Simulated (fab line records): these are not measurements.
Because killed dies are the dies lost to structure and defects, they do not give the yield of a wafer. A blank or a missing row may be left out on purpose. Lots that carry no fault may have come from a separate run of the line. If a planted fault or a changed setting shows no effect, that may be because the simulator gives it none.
The tool behind it: which one?	flow gf180mcu	7 lots with 21 wafers sampled at 2 steps, on a route of 602 steps

## WHAT THE GAUGES READ, wafer by wafer
GF_SALICIDE_RS_MEAS_04: the measuring method here is four-point-probe.
lot	measured	on	SALICIDE_TIN_RS (ohm/sq)
L861	day 16 11:54	film_metro-03	16.3 16.4 16.5
L863	day 17 17:52	film_metro-02	17.1 16.8 17.2
L865	day 17 23:11	film_metro-04	16.1 15.9 15.9
L867	day 19 07:38	film_metro-04	17.0 16.9 17.0
L874	day 21 21:35	film_metro-02	16.6 16.9 16.5
L878	day 22 20:08	film_metro-03	15.9 15.7 15.9
L880	day 23 09:44	film_metro-02	16.4 16.0 16.5

## TOOL THAT RAN EACH LOT (tool first, then ch and the chambers of the sampled wafers, then the start)
lot	GF_POLY_GATE_ETCH_13
L861	rie_si-02 ch 0,1,3, day 10 07:19
L863	rie_si-01 ch 1,3, day 11 08:02
L865	rie_si-01 ch 0,1, day 11 11:34
L867	rie_si-02 ch 0,1,3, day 12 11:05
L874	rie_si-01 ch 0,2, day 14 16:35
L878	rie_si-01 ch 2,3, day 15 13:05
L880	rie_si-01 ch 0,1,3, day 16 05:15
- GF_POLY_GATE_ETCH_13: etches poly-Si in HBr/Cl2, stops on SiO2, target depth 198.5 nm, time 69.6 s.

## THE ANSWER, worked out from the rows above alone
Rule: usual is defined by the lots themselves. The widest of any qualifying gaps counts: lots, ordered by their means at a reading, are off when they make up no more than a third of the lots, leave a main group of 4 or more, and stand apart from it by 3 or more times the standard deviation of that group's means. A main group is skipped when, at the precision printed for the reading in the tables above, its means are all equal. Also off: a lot with no number at a reading for which 4 or more lots have one. The other lots that the step has rows for count as sound.
Across all readings shown, no lot is off: no conclusion can be drawn from this.

## WHAT THE SIMULATOR HAD INSERTED
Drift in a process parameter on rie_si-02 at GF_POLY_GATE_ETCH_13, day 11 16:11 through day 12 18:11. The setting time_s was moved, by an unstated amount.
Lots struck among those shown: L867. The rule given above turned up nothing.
